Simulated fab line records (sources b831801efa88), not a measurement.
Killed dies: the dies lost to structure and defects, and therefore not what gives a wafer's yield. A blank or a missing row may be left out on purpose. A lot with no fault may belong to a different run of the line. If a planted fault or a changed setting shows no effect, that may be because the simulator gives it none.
fab line records | flow sky130
[record] lots = 10 wafers = 30 lastDay = 50
route steps=708 shown SD_P@328 SD_N@358 LI_CONTACT@374 LOCAL_INTERCONNECT@400 PAD_OPEN@708
lots that met no fault: from a run of the same line without faults
startH: hours from the record's opening day to when the first of the lot's shown wafers began | waitH: how many hours have passed since the lot's step before this one | " as in the row above | L1.1+2: one row covering several wafers at once | - either no value or no given start | * or withheld: withheld | < > ~ a bound
route shown NAME@n: a module of which the file shows steps, and the number in the route of the first | usual: mean/standard deviation of fault-free wafers | same: alike in all rows | chamber/n: place in a boat | sites: readings site by site | _std_site: standard deviation of those values | _edge_site: the outer-site mean with the inner-site mean subtracted | radiusMm: how far each site lies from the wafer's centre | mask NAME#n: copy n | behind: the last tool/chamber to shape the wafer | hold: why the lot was held/for how many hours/how that ended | device: which transistor (n, p or np) failed to switch | end of line: the tests these same wafers got at the end of their route | for a step that has no rows: nothing shown but its recipe | killed: dies that structure and defects cost at the first sort, which is not the same as the wafer's yield | map: shows each die of a wafer: x if killed, . if not, _ if none is there
set.NAME: the run value of the setting; set.NAME@STEP: its run value at that earlier step | model.NAME: the simulator's own value behind a step, which no gauge read
one table for each step of the route and one row for each wafer, over a sample of lots
services: a tool's chamber out of use, with start hour (startH, from the record's first day; less than 0 if before it), hours out, and reason
[[steps]]
[step SKY_SD_P_OVL_MEAS_08]
[usual] SD_P_OVL = -0.2/1
// columns lot.wafer tool chamber startH waitH SD_P_OVL[nm]
L979.2 overlay-02 - 631.47 0.1 0.1
L979.3 " - " " 0.4
L979.6 " - " " -0.3
L980.1 overlay-02 - 642.43 0.1 0.9
L980.2 " - " " -0.4
L980.5 " - " " 0.2
L986.2 overlay-02 - 688.77 0.1 -0.2
L986.3 " - " " -0.9
L986.6 " - " " -1.3
L987.1 overlay-02 - 710.62 0.1 -0.9
L987.3 " - " " -0.1
L987.5 " - " " -0.4
L988.1 overlay-02 - 711.22 0.1 1.1
L988.2 " - " " 0.9
L988.6 " - " " -0.5
L989.1 overlay-02 - 716.61 0.1 1.6
L989.3 " - " " -1.0
L989.5 " - " " 0.0
L990.4 overlay-02 - 720.23 0.1 -0.2
L990.5 " - " " -1.0
L990.6 " - " " -1.5
L991.1 overlay-01 - 735.56 0.1 1.2
L991.5 " - " " -1.7
L991.6 " - " " -0.7
L994.1 overlay-01 - 746.78 0.1 -0.3
L994.2 " - " " 0.9
L994.6 " - " " -0.6
L997.1 overlay-02 - 767.98 0.1 -1.9
L997.4 " - " " 0.7
L997.5 " - " " 0.5
[step SKY_SD_N_RS_MEAS_16]
[recipe] thkMeasGauge = four-point-probe
[usual] SD_N_RS = 68.56/0.12
// columns lot.wafer tool chamber startH waitH SD_N_RS[ohm/sq]
L979.2 filmMetro-03 - 688.26 0.1 68.60
L979.3 " - " " 68.59
L979.6 " - " " 68.73
L980.1 filmMetro-04 - 699.72 0.1 68.59
L980.2 " - " " 68.63
L980.5 " - " " 68.55
L986.2 filmMetro-03 - 745.12 0.1 68.64
L986.3 " - " " 68.49
L986.6 " - " " 68.44
L987.1 filmMetro-04 - 765.88 0.1 68.68
L987.3 " - " " 68.44
L987.5 " - " " 68.56
L988.1 filmMetro-04 - 767.29 0.1 68.48
L988.2 " - " " 68.57
L988.6 " - " " 68.52
L989.1 filmMetro-04 - 771.87 0.1 68.45
L989.3 " - " " 68.52
L989.5 " - " " 68.56
L990.4 filmMetro-04 - 775.36 0.1 68.72
L990.5 " - " " 68.67
L990.6 " - " " 68.75
L991.1 filmMetro-03 - 789.75 0.1 68.55
L991.5 " - " " 68.68
L991.6 " - " " 68.66
L994.1 filmMetro-04 - 800.69 0.1 68.51
L994.2 " - " " 68.45
L994.6 " - " " 68.43
L997.1 filmMetro-03 - 821.99 0.1 68.52
L997.4 " - " " 68.46
L997.5 " - " " 68.55
[step SKY_LI_CONTACT_CD_MEAS_12]
[recipe] targetCdNm = 170
[usual] cdNm = 169.9/1.6
// columns lot.wafer tool chamber startH waitH cdNm
L979.2 cdSem-01 - 717.23 - 170.5
L979.3 " - " " 172.6
L979.6 " - " " 170.9
L980.1 cdSem-02 - 727.71 - 168.2
L980.2 " - " " 170.0
L980.5 " - " " 169.1
L986.2 cdSem-02 - 772.98 - 171.5
L986.3 " - " " 170.4
L986.6 " - " " 171.1
L987.1 cdSem-02 - 793.16 - 170.3
L987.3 " - " " 169.4
L987.5 " - " " 169.0
L988.1 cdSem-01 - 794.91 - 170.6
L988.2 " - " " 171.3
L988.6 " - " " 171.1
L989.1 cdSem-02 - 799.39 - 168.3
L989.3 " - " " 170.4
L989.5 " - " " 170.9
L990.4 cdSem-02 - 802.60 - 171.0
L990.5 " - " " 170.1
L990.6 " - " " 169.8
L991.1 cdSem-01 - 816.71 - 169.0
L991.5 " - " " 168.5
L991.6 " - " " 170.6
L994.1 cdSem-01 - 828.16 - 170.9
L994.2 " - " " 170.4
L994.6 " - " " 170.2
L997.1 cdSem-01 - 849.47 - 171.6
L997.4 " - " " 172.4
L997.5 " - " " 171.8
[step SKY_LOCAL_INTERCONNECT_ETCH_13]
[recipe] chemistry = N2/H2 target = BARC ionEnergyEv = 200 biasW = 100 pressureMtorr = 30 n2FlowSccm = 100 h2FlowSccm = 200 icpW = 500 stopOn = SiO2 timeS = 45.9 targetDepthA = 600
[usual] biasW = 100.04/0.28 chamberPressureMTorr = 30.001/0.026 drypumpMotorCurrentA = 5.85/0.24 oesProductAu = 0.854/0.0049 throttleValvePct = 13.224/0.0092
// columns lot.wafer tool chamber startH waitH biasW chamberPressureMTorr drypumpMotorCurrentA oesProductAu rfHoursCounterH throttleValvePct
L979.2 rieMetal-02 1 746.51 0.0 100.14 30.040 6.19 0.848 13 13.228
L979.3 " 0 " " 100.24 30.029 5.62 0.856 - 13.228
L979.6 " 0 " " 99.84 30.017 5.61 0.852 - 13.213
L980.1 rieMetal-02 0 756.20 0.0 100.42 29.975 5.61 0.858 10 13.222
L980.2 " 1 " " 99.96 29.996 6.18 0.852 13 13.237
L980.5 " 1 " " 100.10 30.046 6.19 0.852 - 13.227
L986.2 rieMetal-04 1 800.80 0.0 100.04 30.038 5.68 0.851 6 13.222
L986.3 " 0 " " 100.34 29.998 6.13 0.862 - 13.218
L986.6 " 0 " " 99.97 30.043 6.14 0.859 - 13.225
L987.1 rieMetal-02 0 821.00 0.0 - - - - - -
L987.3 " 0 " " - - - - - -
L987.5 " 1 " " - - - - - -
L988.1 rieMetal-04 1 822.60 0.0 - - - - - -
L988.2 " 0 " " - - - - - -
L988.6 " 0 " " - - - - - -
L989.1 rieMetal-04 0 826.85 0.0 100.12 30.006 6.11 0.851 16 13.225
L989.3 " 1 " " 99.69 30.055 5.68 0.856 - 13.227
L989.5 " 0 " " 100.43 29.987 6.13 0.848 - 13.215
L990.4 rieMetal-04 0 830.42 0.0 99.57 29.976 6.11 0.863 - 13.233
L990.5 " 1 " " 100.22 30.029 5.67 0.846 - 13.229
L990.6 " 0 " " 100.26 30.016 6.11 0.849 - 13.210
L991.1 rieMetal-04 1 845.00 0.0 99.49 29.981 5.68 0.850 7 13.226
L991.5 " 0 " " 100.12 30.002 6.13 0.854 - 13.229
L991.6 " 1 " " 99.59 30.009 5.70 0.856 - 13.230
L994.1 rieMetal-03 0 855.92 0.0 99.98 30.063 5.50 0.859 2 13.225
L994.2 " 1 " " 99.74 29.991 5.89 0.859 4 13.231
L994.6 " 1 " " 100.44 30.012 5.94 0.856 - 13.224
L997.1 rieMetal-04 1 876.30 0.0 99.99 30.046 5.69 0.855 8 13.204
L997.4 " 1 " " 100.56 29.990 5.67 0.854 - 13.219
L997.5 " 1 " " 100.21 29.992 5.69 0.857 - 13.230
[step SKY_LOCAL_INTERCONNECT_METAL_ETCH_14]
[recipe] targetDepthNm = 110 stopOn = PSG chemistry = Cl2/BCl3 target = TiN resistSidewallDeg = 88 pressureMtorr = 10 icpW = 900 biasW = 48.5 Cl2_flow_sccm = 60 bcl3FlowSccm = 30 timeS = 31.4
[usual] bcl3FlowSccm = 30.02/0.086 biasW = 48.49/0.13 chamberPressureMTorr = 10.001/0.0086 drypumpMotorCurrentA = 5.84/0.24 oesProductAu = 0.941/0.0085 throttleValvePct = 21.901/0.0097
// columns lot.wafer tool chamber startH waitH bcl3FlowSccm biasW chamberPressureMTorr drypumpMotorCurrentA oesProductAu rfHoursCounterH throttleValvePct
L979.2 rieMetal-02 1 746.58 0.0 30.03 48.57 9.988 6.15 0.959 13 21.897
L979.3 " 0 " " 30.03 48.65 10.010 5.62 0.947 - 21.907
L979.6 " 0 " " 30.13 48.62 10.002 5.63 0.934 - 21.910
L980.1 rieMetal-02 0 756.26 0.0 30.04 48.67 10.011 5.62 0.936 10 21.910
L980.2 " 1 " " 30.11 48.68 9.987 6.13 0.925 13 21.908
L980.5 " 1 " " 30.12 48.47 9.993 6.14 0.937 - 21.900
L986.2 rieMetal-04 1 800.86 0.0 30.05 48.51 10.000 5.69 0.946 6 21.890
L986.3 " 0 " " 30.15 48.41 10.008 6.11 0.941 - 21.897
L986.6 " 0 " " 30.10 48.50 9.984 6.13 0.931 - 21.888
L987.1 rieMetal-02 0 821.07 0.0 29.93 48.46 10.005 5.64 0.373 12 22.268
L987.3 " 0 " " 30.04 48.59 9.995 5.64 0.387 - 22.261
L987.5 " 1 " " 30.18 48.64 9.995 6.15 0.373 - 22.250
L988.1 rieMetal-04 1 822.67 0.0 30.07 48.53 9.994 5.66 0.366 6 22.283
L988.2 " 0 " " 29.96 48.33 9.999 6.10 0.378 15 22.268
L988.6 " 0 " " 30.02 48.46 10.013 6.11 0.367 - 22.262
L989.1 rieMetal-04 0 826.92 0.0 29.84 48.44 10.005 6.09 0.937 16 21.891
L989.3 " 1 " " 30.13 48.52 9.994 5.68 0.940 - 21.906
L989.5 " 0 " " 29.89 48.44 9.999 6.11 0.948 - 21.904
L990.4 rieMetal-04 0 830.48 0.0 30.11 48.62 10.002 6.15 0.915 - 21.926
L990.5 " 1 " " 29.86 48.55 9.993 5.67 0.939 - 21.918
L990.6 " 0 " " 29.96 48.61 10.004 6.12 0.929 - 21.904
L991.1 rieMetal-04 1 845.06 0.0 30.12 48.47 10.004 5.66 0.947 7 21.908
L991.5 " 0 " " 29.90 48.44 10.004 6.12 0.948 - 21.883
L991.6 " 1 " " 30.17 48.53 9.997 5.66 0.942 - 21.896
L994.1 rieMetal-03 0 855.98 0.0 30.00 48.33 10.011 5.50 0.948 2 21.894
L994.2 " 1 " " 30.11 48.54 10.012 5.95 0.959 4 21.899
L994.6 " 1 " " 29.99 48.50 10.004 5.92 0.948 - 21.894
L997.1 rieMetal-04 1 876.43 0.1 29.95 48.50 10.010 5.68 0.930 8 21.909
L997.4 " 1 " " 30.02 48.35 10.011 5.67 0.947 - 21.906
L997.5 " 1 " " 29.98 48.51 10.011 5.69 0.942 - 21.916
[step SKY_LOCAL_INTERCONNECT_STRIP_15]
[recipe] chemistry = O2/N2 powerW = 1400 pressureMtorr = 1500 platenTempC = withheld o2FlowSccm = 3000 n2FlowSccm = 300 overashFraction = 0.5
[usual] chamberPressureMTorr = 1499.8/1.5 drypumpMotorCurrentA = 6.20/0.24 oesProductAu = 0.427/0.0048 stripTimeToEndpointS = 4.722/0.019
// columns lot.wafer tool chamber startH waitH chamberPressureMTorr drypumpMotorCurrentA oesProductAu rfHoursCounterH stripTimeToEndpointS
L979.2 plasmaAsher-03 0 746.63 0.0 1499.7 5.97 0.424 32 4.701
L979.3 " 0 " " 1502.3 5.96 0.425 - 4.717
L979.6 " 0 " " 1502.8 5.96 0.417 - 4.721
L980.1 plasmaAsher-04 1 756.31 0.0 1499.0 6.27 0.422 64 4.743
L980.2 " 0 " " 1501.5 6.33 0.428 64 4.749
L980.5 " 1 " " 1497.4 6.28 0.434 - 4.765
L986.2 plasmaAsher-02 0 800.91 0.0 1497.3 5.74 0.424 6 4.720
L986.3 " 0 " " 1502.5 5.73 0.418 - 4.712
L986.6 " 1 " " 1501.3 6.51 0.436 - 4.719
L987.1 plasmaAsher-02 1 821.12 0.0 1499.3 6.52 0.438 8 5.157
L987.3 " 1 " " 1496.8 6.52 0.440 - 5.158
L987.5 " 1 " " 1498.9 6.49 0.435 - 5.157
L988.1 plasmaAsher-03 0 822.72 0.0 1500.3 6.00 0.447 38 5.146
L988.2 " 1 " " 1495.9 6.18 0.441 38 5.165
L988.6 " 0 " " 1497.0 5.99 0.446 - 5.167
L989.1 plasmaAsher-04 0 826.97 0.0 1499.6 6.38 0.433 71 4.692
L989.3 " 1 " " 1499.9 6.25 0.424 - 4.716
L989.5 " 1 " " 1500.9 6.24 0.423 - 4.684
L990.4 plasmaAsher-04 0 830.55 0.1 1501.4 6.33 0.428 - 4.678
L990.5 " 1 " " 1500.5 6.26 0.427 - 4.692
L990.6 " 0 " " 1498.1 6.34 0.421 - 4.683
L991.1 plasmaAsher-04 0 845.11 0.0 1498.3 6.34 0.435 74 4.716
L991.5 " 0 " " 1499.1 6.33 0.421 - 4.724
L991.6 " 1 " " 1499.6 6.28 0.421 - 4.732
L994.1 plasmaAsher-02 0 856.03 0.0 1499.4 5.74 0.425 9 4.720
L994.2 " 1 " " 1500.9 6.47 0.422 9 4.688
L994.6 " 0 " " 1499.2 5.74 0.431 - 4.701
L997.1 plasmaAsher-03 1 876.53 0.1 1498.9 6.17 0.415 44 4.713
L997.4 " 0 " " 1505.5 5.97 0.428 - 4.722
L997.5 " 1 " " 1498.8 6.15 0.427 - 4.724
[step SKY_PAD_OPEN_PROBE_99]
[usual] killed_at_M0_to_M3 = 44/6.8 killed_at_M4_up = 3.2/1.7 killedAtContacts = 24/4.9 killedAtFrontEnd = 14/4.1 killedAtOther = 0.2/0.51 killedDies = 85/8.7 killedOnRim = 16/4 killedOpen = 46/6.8 killedShort = 39/6.1
[same] grossDies = 492 killedAtBackSide = 0
// columns lot.wafer tool chamber startH waitH killed_at_M0_to_M3 killed_at_M4_up killedAtContacts killedAtFrontEnd killedAtOther killedDies killedOnRim killedOpen killedShort
L979.2 prober-01 - 1104.54 0.1 62 4 23 8 1 98 27 60 38
L979.3 prober-01 - 1104.59 0.2 51 1 26 9 1 88 19 50 38
L979.6 prober-01 - 1104.74 0.2 43 3 19 13 0 78 14 36 42
L980.1 prober-02 - 1109.37 0.1 54 4 23 9 0 90 14 46 44
L980.2 prober-02 - 1109.42 0.1 43 3 27 27 0 100 20 56 44
L980.5 prober-02 - 1109.57 0.2 42 2 32 14 0 90 21 48 42
L986.2 prober-02 - 1144.71 0.1 51 6 28 9 1 95 12 54 41
L986.3 prober-02 - 1144.76 0.2 40 2 22 17 0 81 19 44 37
L986.6 prober-02 - 1144.91 0.2 41 4 20 14 1 80 12 53 27
L987.1 prober-01 - 1160.15 0.1 37 2 443 10 0 492 96 47 29
L987.3 prober-01 - 1160.25 0.2 33 3 444 11 1 492 96 36 38
L987.5 prober-01 - 1160.35 0.2 36 2 447 7 0 492 96 46 30
L988.1 prober-02 - 1168.22 0.1 49 5 415 23 0 492 96 52 52
L988.2 prober-02 - 1168.27 0.1 48 4 427 13 0 492 96 47 48
L988.6 prober-02 - 1168.47 0.2 45 3 426 18 0 492 96 50 43
L989.1 prober-01 - 1169.72 0.1 43 4 25 22 0 94 18 52 42
L989.3 prober-01 - 1169.82 0.2 50 1 25 17 0 93 18 56 37
L989.5 prober-01 - 1169.92 0.2 39 4 28 14 0 85 19 38 47
L990.4 prober-02 - 1171.37 0.2 32 5 16 21 0 74 20 35 39
L990.5 prober-02 - 1171.42 0.2 32 5 22 18 0 77 17 36 41
L990.6 prober-02 - 1171.47 0.2 37 2 15 18 0 72 16 37 35
L991.1 prober-01 - 1173.27 0.1 55 6 25 19 1 106 23 55 51
L991.5 prober-01 - 1173.47 0.2 56 5 13 5 2 81 17 35 46
L991.6 prober-01 - 1173.52 0.2 45 6 31 16 0 98 24 54 44
L994.1 prober-01 - 1181.02 0.1 44 5 37 10 0 96 14 59 37
L994.2 prober-01 - 1181.07 0.1 32 4 38 17 0 91 16 52 39
L994.6 prober-01 - 1181.27 0.2 49 5 21 14 0 89 15 50 39
L997.1 prober-01 - 1196.46 0.1 48 0 24 12 0 84 19 45 39
L997.4 prober-01 - 1196.61 0.2 38 2 18 18 0 76 11 34 42
L997.5 prober-01 - 1196.66 0.2 41 0 27 18 0 86 16 41 45
// killed by level:class
L979.2 VIA1:geometricParticle:open=14 VIA3:geometricParticle:open=11 LI_CONTACT:geometricParticle:open=9 VIA2:geometricParticle:open=9 METAL1:geometricParticle:short=8 CONTACT:geometricParticle:open=7 VIA3:geometricParticle:short=5 FIELD_ISO:geometricParticle:short=3
L979.3 VIA1:geometricParticle:open=16 CONTACT:geometricParticle:open=10 METAL1:geometricParticle:short=7 CONTACT:geometricParticle:short=6 METAL2:geometricParticle:short=6 VIA3:geometricParticle:open=6 LI_CONTACT:geometricParticle:short=5 VIA2:geometricParticle:short=4
L979.6 METAL1:geometricParticle:short=6 VIA3:geometricParticle:short=5 LI_CONTACT:geometricParticle:short=5 LI_CONTACT:geometricParticle:open=5 CONTACT:geometricParticle:open=5 VIA1:geometricParticle:short=5 VIA3:geometricParticle:open=5 METAL2:geometricParticle:short=5
L980.1 METAL1:geometricParticle:short=8 VIA3:geometricParticle:open=8 CONTACT:geometricParticle:open=8 METAL2:geometricParticle:short=8 LI_CONTACT:geometricParticle:open=7 VIA1:geometricParticle:short=6 VIA1:geometricParticle:open=6 METAL1:geometricParticle:open=4
L980.2 VIA1:geometricParticle:open=19 CONTACT:geometricParticle:open=8 LOCAL_INTERCONNECT:geometricParticle:short=7 FIELD_ISO:geometricParticle:open=6 SPACER:geometricParticle:short=6 LI_CONTACT:geometricParticle:open=6 FIELD_ISO:geometricParticle:short=5 VIA2:geometricParticle:open=5
L980.5 CONTACT:geometricParticle:open=19 VIA1:geometricParticle:open=10 METAL2:geometricParticle:short=7 VIA1:geometricParticle:short=5 VIA3:geometricParticle:open=5 POLY_GATE:geometricParticle:short=4 LI_CONTACT:geometricParticle:short=4 CONTACT:geometricParticle:short=4
L986.2 VIA1:geometricParticle:open=19 LI_CONTACT:geometricParticle:open=8 CONTACT:geometricParticle:open=8 METAL1:geometricParticle:short=6 VIA2:geometricParticle:open=6 METAL2:geometricParticle:short=5 LOCAL_INTERCONNECT:geometricParticle:short=4 CONTACT:geometricParticle:short=4
L986.3 VIA1:geometricParticle:open=11 CONTACT:geometricParticle:open=9 FIELD_ISO:geometricParticle:short=6 METAL2:geometricParticle:short=6 VIA1:geometricParticle:short=5 VIA2:geometricParticle:open=5 FIELD_ISO:geometricParticle:open=4 CONTACT:geometricParticle:short=4
L986.6 VIA3:geometricParticle:open=12 CONTACT:geometricParticle:open=10 VIA1:geometricParticle:open=7 LI_CONTACT:geometricParticle:open=5 VIA2:geometricParticle:open=5 METAL1:geometricParticle:short=4 METAL2:geometricParticle:short=4 POLY_GATE:geometricParticle:open=3
L987.1 LOCAL_INTERCONNECT:areaEtch=416 VIA1:geometricParticle:open=13 LI_CONTACT:geometricParticle:open=8 CONTACT:geometricParticle:open=8 CONTACT:geometricParticle:short=6 POLY_GATE:geometricParticle:open=5 METAL2:geometricParticle:short=5 VIA2:geometricParticle:open=4
L987.3 LOCAL_INTERCONNECT:areaEtch=418 CONTACT:geometricParticle:open=10 CONTACT:geometricParticle:short=6 LI_CONTACT:geometricParticle:open=5 VIA1:geometricParticle:open=5 VIA2:geometricParticle:short=5 VIA2:geometricParticle:open=5 VIA1:geometricParticle:short=4
L987.5 LOCAL_INTERCONNECT:areaEtch=416 CONTACT:geometricParticle:open=14 LI_CONTACT:geometricParticle:open=9 METAL2:geometricParticle:short=6 METAL2:geometricParticle:open=6 VIA1:geometricParticle:short=5 VIA1:geometricParticle:open=5 VIA3:geometricParticle:open=4
L988.1 LOCAL_INTERCONNECT:areaEtch=388 CONTACT:geometricParticle:open=11 VIA1:geometricParticle:open=10 FIELD_ISO:geometricParticle:short=9 VIA3:geometricParticle:open=7 FIELD_ISO:geometricParticle:open=6 METAL2:geometricParticle:short=6 VIA1:geometricParticle:short=6
L988.2 LOCAL_INTERCONNECT:areaEtch=397 METAL1:geometricParticle:short=10 VIA1:geometricParticle:open=10 LI_CONTACT:geometricParticle:open=9 CONTACT:geometricParticle:open=9 METAL2:geometricParticle:short=9 CONTACT:geometricParticle:short=6 FIELD_ISO:geometricParticle:open=4
L988.6 LOCAL_INTERCONNECT:areaEtch=399 CONTACT:geometricParticle:open=11 VIA1:geometricParticle:open=7 METAL2:geometricParticle:short=7 VIA3:geometricParticle:open=7 FIELD_ISO:geometricParticle:open=6 LI_CONTACT:geometricParticle:open=6 CONTACT:geometricParticle:short=5
L989.1 VIA1:geometricParticle:open=12 CONTACT:geometricParticle:open=10 METAL2:geometricParticle:short=7 POLY_GATE:geometricParticle:short=6 LOCAL_INTERCONNECT:geometricParticle:short=6 VIA2:geometricParticle:open=6 FIELD_ISO:geometricParticle:open=5 POLY_GATE:geometricParticle:open=5
L989.3 CONTACT:geometricParticle:open=10 VIA1:geometricParticle:open=10 VIA2:geometricParticle:open=9 LI_CONTACT:geometricParticle:open=8 VIA3:geometricParticle:open=6 VIA3:geometricParticle:short=6 FIELD_ISO:geometricParticle:open=5 VIA1:geometricParticle:short=5
L989.5 CONTACT:geometricParticle:short=9 VIA3:geometricParticle:open=8 VIA1:geometricParticle:open=8 CONTACT:geometricParticle:open=7 VIA2:geometricParticle:open=6 POLY_GATE:geometricParticle:short=5 LOCAL_INTERCONNECT:geometricParticle:short=5 METAL1:geometricParticle:short=5
L990.4 VIA1:geometricParticle:open=9 METAL1:geometricParticle:short=7 FIELD_ISO:geometricParticle:short=5 VIA3:geometricParticle:open=5 POLY_GATE:geometricParticle:short=4 LI_CONTACT:geometricParticle:short=4 CONTACT:geometricParticle:open=4 METAL4:geometricParticle:short=4
L990.5 CONTACT:geometricParticle:open=8 VIA1:geometricParticle:short=7 VIA3:geometricParticle:open=7 FIELD_ISO:geometricParticle:short=6 METAL2:geometricParticle:short=6 POLY_GATE:geometricParticle:open=4 LOCAL_INTERCONNECT:geometricParticle:short=4 CONTACT:geometricParticle:short=4
L990.6 VIA1:geometricParticle:open=10 VIA3:geometricParticle:open=7 FIELD_ISO:geometricParticle:short=6 VIA1:geometricParticle:short=6 FIELD_ISO:geometricParticle:open=4 POLY_GATE:geometricParticle:short=4 LI_CONTACT:geometricParticle:open=4 LOCAL_INTERCONNECT:geometricParticle:short=4
L991.1 VIA1:geometricParticle:open=12 VIA2:geometricParticle:open=11 CONTACT:geometricParticle:open=11 FIELD_ISO:geometricParticle:short=8 VIA1:geometricParticle:short=8 CONTACT:geometricParticle:short=5 VIA2:geometricParticle:short=5 VIA3:geometricParticle:short=5
L991.5 METAL2:geometricParticle:short=11 VIA1:geometricParticle:open=10 VIA2:geometricParticle:open=9 METAL1:geometricParticle:short=8 VIA3:geometricParticle:open=6 VIA1:geometricParticle:short=5 FIELD_ISO:geometricParticle:short=4 LOCAL_INTERCONNECT:geometricParticle:short=4
L991.6 VIA1:geometricParticle:open=13 LI_CONTACT:geometricParticle:open=11 LOCAL_INTERCONNECT:geometricParticle:short=6 METAL4:geometricParticle:short=6 VIA3:geometricParticle:open=6 METAL1:geometricParticle:short=5 CONTACT:geometricParticle:open=5 FIELD_ISO:geometricParticle:open=4
L994.1 LI_CONTACT:geometricParticle:open=14 CONTACT:geometricParticle:open=14 VIA2:geometricParticle:open=9 VIA1:geometricParticle:open=8 METAL2:geometricParticle:short=6 VIA3:geometricParticle:open=5 FIELD_ISO:geometricParticle:short=4 VIA1:geometricParticle:short=4
L994.2 LI_CONTACT:geometricParticle:open=12 CONTACT:geometricParticle:open=12 VIA1:geometricParticle:open=9 METAL2:geometricParticle:short=7 CONTACT:geometricParticle:short=7 FIELD_ISO:geometricParticle:open=6 LI_CONTACT:geometricParticle:short=6 POLY_GATE:geometricParticle:open=5
L994.6 VIA1:geometricParticle:open=15 CONTACT:geometricParticle:open=11 VIA3:geometricParticle:open=9 METAL2:geometricParticle:short=7 VIA3:geometricParticle:short=6 VIA1:geometricParticle:short=5 FIELD_ISO:geometricParticle:open=4 POLY_GATE:geometricParticle:open=3
L997.1 VIA1:geometricParticle:open=9 CONTACT:geometricParticle:open=8 VIA3:geometricParticle:short=7 LI_CONTACT:geometricParticle:open=7 METAL1:geometricParticle:short=7 LOCAL_INTERCONNECT:geometricParticle:short=6 VIA2:geometricParticle:short=5 VIA2:geometricParticle:open=5
L997.4 METAL1:geometricParticle:short=8 VIA3:geometricParticle:open=7 CONTACT:geometricParticle:short=6 METAL2:geometricParticle:short=6 FIELD_ISO:geometricParticle:short=5 POLY_GATE:geometricParticle:open=5 CONTACT:geometricParticle:open=5 VIA1:geometricParticle:open=5
L997.5 LI_CONTACT:geometricParticle:open=8 VIA1:geometricParticle:open=8 CONTACT:geometricParticle:open=7 METAL1:geometricParticle:short=7 FIELD_ISO:geometricParticle:short=6 POLY_GATE:geometricParticle:short=6 VIA3:geometricParticle:open=5 POLY_GATE:geometricParticle:open=5
[[services]]
// columns tool chamber startH hours kind
rieMetal-03 1 731.46 - clean
rieMetal-03 1 731.46 20.7 scheduledDown
rieMetal-03 1 731.46 20.7 ventCycle
plasmaAsher-02 - 733.75 9.0 pm
plasmaAsher-02 0 733.75 9.0 ventCycle
plasmaAsher-02 1 733.75 9.0 ventCycle
plasmaAsher-02 0 742.75 - clean
plasmaAsher-02 1 742.75 - clean
plasmaAsher-03 - 757.29 3.5 repair
rieMetal-04 - 757.61 1.4 pm
plasmaAsher-03 - 794.37 15.5 repair
rieMetal-03 0 799.93 - clean
rieMetal-03 0 799.93 14.7 scheduledDown
plasmaAsher-03 - 804.96 1.6 repair
rieMetal-02 - 806.47 1.4 pm
rieMetal-04 1 808.43 12.1 repair
plasmaAsher-02 - 821.65 11.7 repair
rieMetal-02 1 828.55 - clean
rieMetal-02 1 828.55 13.8 scheduledDown
rieMetal-02 1 828.55 13.8 ventCycle
plasmaAsher-02 - 833.31 14.6 pm
rieMetal-04 0 873.26 - clean
rieMetal-04 0 873.26 22.9 scheduledDown
rieMetal-04 0 873.26 22.9 ventCycle
[[key]]
[firstSign] step = SKY_LOCAL_INTERCONNECT_ETCH_13 reading = toolRecord direction = missing
[effect] step = SKY_LOCAL_INTERCONNECT_METAL_ETCH_14 reading = oesProductAu direction = down sigmas = 67 usual = 0.941 struck = 0.374
[effect] step = SKY_LOCAL_INTERCONNECT_STRIP_15 reading = stripTimeToEndpointS direction = up sigmas = 23 usual = * struck = *
[effect] step = SKY_PAD_OPEN_PROBE_99 reading = killedAtContacts direction = up sigmas = 84 usual = 24 struck = 434
[moreKillsBornAt] SKY_LOCAL_INTERCONNECT_ETCH_13@rieMetal-02 = 1250 SKY_LOCAL_INTERCONNECT_ETCH_13@rieMetal-04 = 1184
metAt SKY_LOCAL_INTERCONNECT_ETCH_13
struckLots L987,L988
laterRowsLeftOut L987.1,L987.3,L987.5,L988.1,L988.2,L988.6
testerLeftOut L987,L988
notActingAt SKY_SD_P_OVL_MEAS_08,SKY_SD_N_RS_MEAS_16,SKY_LI_CONTACT_CD_MEAS_12
onsetBetween 800.80 821.00
[fault] kind = skippedStepWhole tool = rieMetal-02,rieMetal-04 chamber = - onsetH = 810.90 steps = SKY_LOCAL_INTERCONNECT_ETCH_13 scope = struckLotsOnly
// testerLeftOut: of these lots the tester's yield and bins aren't shown, on N5 and GAA mostly nor the transistor test; their killed dies are dies lost to structure and defects alone, not to doping, threshold or leakage, so they don't give the yield
// laterRowsLeftOut: the simulator's readings of these wafers behind a module that went badly wrong aren't trusted and aren't shown, but for the sort
